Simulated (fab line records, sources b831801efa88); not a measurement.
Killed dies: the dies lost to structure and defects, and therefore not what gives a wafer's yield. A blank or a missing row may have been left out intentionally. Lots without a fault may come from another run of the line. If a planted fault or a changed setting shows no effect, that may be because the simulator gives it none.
A struck lot beside a sound one :: flow sfq_line :: 41 out of 325 route steps
Sound: these wafers, L735.2, L735.5, L735.6. Wafers struck: L738.1, L738.4, L738.5. The cause is given at the end.
Each step with rows lists, per side, the tool, then ch with its chambers, then its first start. Under that, the readings that differ: sound wafers :: struck wafers :: difference of the means :: sigmas: that difference in standard deviations of wafers without a fault.
alike: words and numbers the same on both sides, and readings whose means are apart by under 2 such deviations; not compared: readings that were withheld, readings missing a value for some wafer, numbers with overlapping values and no deviation given by the record, and bounds like >300 which may hide the same value.
A row with sigmas, a row that says differs or no value, or rows on one side alone: a step with any of these is where the two part. Non-overlapping numbers with no deviation appear without sigmas and do not part them. A reading missing from all wafers of one side parts the sides only when that side holds two or more wafers.

SFQ_I2_OVL_MEAS_918:
  sound on overlay-02, day 38 19:28; struck on overlay-02, day 39 21:49
  alike: I2_OVL
SFQ_TRILAYER_I2_VIA_BARC_OPEN_VIA_ETCH_096: etches BARC in O2, target depth 125 nm, time 41.7 s.
  sound on rie_diel-01 ch 0,1,3, day 38 19:30; struck on rie_diel-04 ch 0,1, day 39 21:51
  alike: drypump_motor_current_A, oes_product_au
  not compared: rf_hours_counter_h
SFQ_TRILAYER_I2_VIA_ETCH_VIA_ETCH_070: etches SiO2 in CHF3, stops on Nb, target depth 260 nm.
  sound on rie_diel-01 ch 0,1,3, day 38 19:32; struck on rie_diel-04 ch 0,1, day 39 21:53
  alike: drypump_motor_current_A, oes_product_au
then, 3 steps without rows for these wafers: SFQ_TRILAYER_I2_VIA_STRIP_STRIP_071 (strips in O2); SFQ_TRILAYER_I2_VIA_STRIP_SOLV_CLEAN_072 (cleans in NMP, time 600 s); SFQ_TRILAYER_M3_DEP_PRE_CLEAN_074 (time 22.5 s).
SFQ_TRILAYER_M3_DEP_SPUTTER_073: material Nb, target thk 200 nm, time 133.3 s.
  sound on pvd_sputter-03, day 38 20:28; struck on pvd_sputter-05, day 39 22:49
  alike: chamber_pressure_pa, throttle_valve_pct
SFQ_M3_RS_MEAS_919: measures by four-point-probe.
  sound on film_metro-04, day 38 20:34; struck on film_metro-01, day 39 22:54
  alike: M3_NB_RS
then, 3 steps without rows for these wafers: SFQ_TRILAYER_M3_LITHO_COAT_080 (resist thk 62 nm); SFQ_TRILAYER_M3_LITHO_COAT_075 (resist thk 600 nm); SFQ_TRILAYER_M3_LITHO_SOFTBAKE_079.
-- the record jumps here: 6 days lie between the struck wafers' starts before and after --
SFQ_TRILAYER_M3_LITHO_EXPOSE_076: exposes mask M3, target cd 500 nm.
  sound on krf_scanner-01 ch 0, day 45 01:31; struck on krf_scanner-01 ch 0, day 46 00:36
  alike: mask, exposure_dose_mJ_cm2
then, 2 steps without rows for these wafers: SFQ_TRILAYER_M3_LITHO_PEB_078 (peb time 60 s); SFQ_TRILAYER_M3_LITHO_DEVELOP_077 (time 60 s).
SFQ_M3_OVL_MEAS_921:
  sound on overlay-02, day 45 02:49; struck on overlay-01, day 46 02:06
  alike: M3_OVL
SFQ_TRILAYER_M3_BARC_OPEN_METAL_ETCH_100: etches BARC in O2, target depth 125 nm, time 41.7 s.
  sound on rie_metal-02 ch 0,1, day 45 02:50; struck on rie_metal-04 ch 0, day 46 02:08
reading: drypump_motor_current_A (A)
sound: 5.78 5.76 5.99
struck: 5.17 5.17 5.17
difference: -0.67
sigmas: -2

reading: model.M3.cd_nm (nm)
sound: 499.5 499.9 499.5
struck: 493.8 476.2 495
difference: -11.3
sigmas: 
  alike: oes_product_au
  not compared: rf_hours_counter_h
SFQ_TRILAYER_M3_ETCH_METAL_ETCH_078: etches Nb in Cl2/Ar, stops on SiO2, target depth 240 nm, time 120 s.
  sound on rie_metal-02 ch 0,1, day 45 02:54; struck on rie_metal-04 ch 0, day 46 02:11
reading: drypump_motor_current_A (A)
sound: 5.77 5.76 5.93
struck: 5.18 5.18 5.19
difference: -0.64
sigmas: -2

reading: model.M3.cd_nm (nm)
sound: 500.1 500 497.9
struck: 494 477.3 496.1
difference: -10
sigmas: 
  alike: oes_product_au
  not compared: rf_hours_counter_h
then, 2 steps without rows for these wafers: SFQ_TRILAYER_M3_STRIP_STRIP_079 (strips in O2); SFQ_TRILAYER_M3_STRIP_SOLV_CLEAN_080 (cleans in NMP, time 600 s).
SFQ_TRILAYER_I3_DEP_PECVD_081: deposits SiO2 from SiH4/N2O, time 111.11 s, target thk 500 nm.
  sound on pecvd-02 ch 0,2, day 45 03:48; struck on pecvd-04 ch 0,1,2, day 46 03:05
  alike: heater_power_w, throttle_valve_pct
then, 1 step without rows for these wafers: SFQ_TRILAYER_I3_CMP_CMP_082 (polishes SiO2).
SFQ_I3_BOW_MEAS_922:
  sound on film_metro-04, day 45 06:54; struck on film_metro-04, day 46 06:46
  alike: I3_BOW
then, 7 steps without rows for these wafers: SFQ_TRILAYER_I3_METRO_MEASURE_083; SFQ_TRILAYER_I3_VIA_LITHO_COAT_090 (resist thk 62 nm); SFQ_TRILAYER_I3_VIA_LITHO_COAT_085 (resist thk 650 nm); SFQ_TRILAYER_I3_VIA_LITHO_SOFTBAKE_089; SFQ_TRILAYER_I3_VIA_LITHO_EXPOSE_086 (exposes mask I3, target cd 500 nm); SFQ_TRILAYER_I3_VIA_LITHO_PEB_088 (peb time 60 s); SFQ_TRILAYER_I3_VIA_LITHO_DEVELOP_087 (time 60 s).
-- the record jumps here: 5 days lie between the struck wafers' starts before and after --
SFQ_I3_OVL_MEAS_923:
  sound on overlay-02, day 50 10:05; struck on overlay-02, day 50 22:04
  alike: I3_OVL
then, 5 steps without rows for these wafers: SFQ_TRILAYER_I3_VIA_BARC_OPEN_VIA_ETCH_121 (etches BARC in O2, target depth 125 nm, time 41.7 s); SFQ_TRILAYER_I3_VIA_ETCH_VIA_ETCH_088 (etches SiO2 in CHF3, stops on Nb, target depth 260 nm); SFQ_TRILAYER_I3_VIA_STRIP_STRIP_089 (strips in O2); SFQ_TRILAYER_I3_VIA_STRIP_SOLV_CLEAN_090 (cleans in NMP, time 600 s); SFQ_TRILAYER_M4_DEP_PRE_CLEAN_092 (time 22.5 s).
SFQ_TRILAYER_M4_DEP_SPUTTER_091: material Nb, target thk 200 nm, time 133.3 s.
  sound on pvd_sputter-03, day 50 11:16; struck on pvd_sputter-06, day 50 23:04
  alike: chamber_pressure_pa, throttle_valve_pct
SFQ_M4_RS_MEAS_924: measures by four-point-probe.
  sound on film_metro-01, day 50 11:23; struck on film_metro-02, day 50 23:10
reading: M4_NB_RS (ohm/sq)
sound: 0.874 0.887 0.891
struck: 0.894 0.912 0.900
difference: +0.018
sigmas: +2
then, 3 steps without rows for these wafers: SFQ_TRILAYER_M4_LITHO_COAT_098 (resist thk 62 nm); SFQ_TRILAYER_M4_LITHO_COAT_093 (resist thk 600 nm); SFQ_TRILAYER_M4_LITHO_SOFTBAKE_097.
-- the record jumps here: 34 days lie between the struck wafers' starts before and after --
SFQ_M8_BOW_MEAS_951:
  sound on film_metro-01, day 84 05:13; struck on film_metro-03, day 84 15:48
  alike: M8_BOW
  not compared: model.etest.m3.ohm_um

== WHERE THEY PART ==
At SFQ_TRILAYER_M3_BARC_OPEN_METAL_ETCH_100 first; at SFQ_M4_RS_MEAS_924 last (within this record only). Later steps at which nothing parts them and some readings are alike: SFQ_M8_BOW_MEAS_951.

WHY: the cause the simulator had injected
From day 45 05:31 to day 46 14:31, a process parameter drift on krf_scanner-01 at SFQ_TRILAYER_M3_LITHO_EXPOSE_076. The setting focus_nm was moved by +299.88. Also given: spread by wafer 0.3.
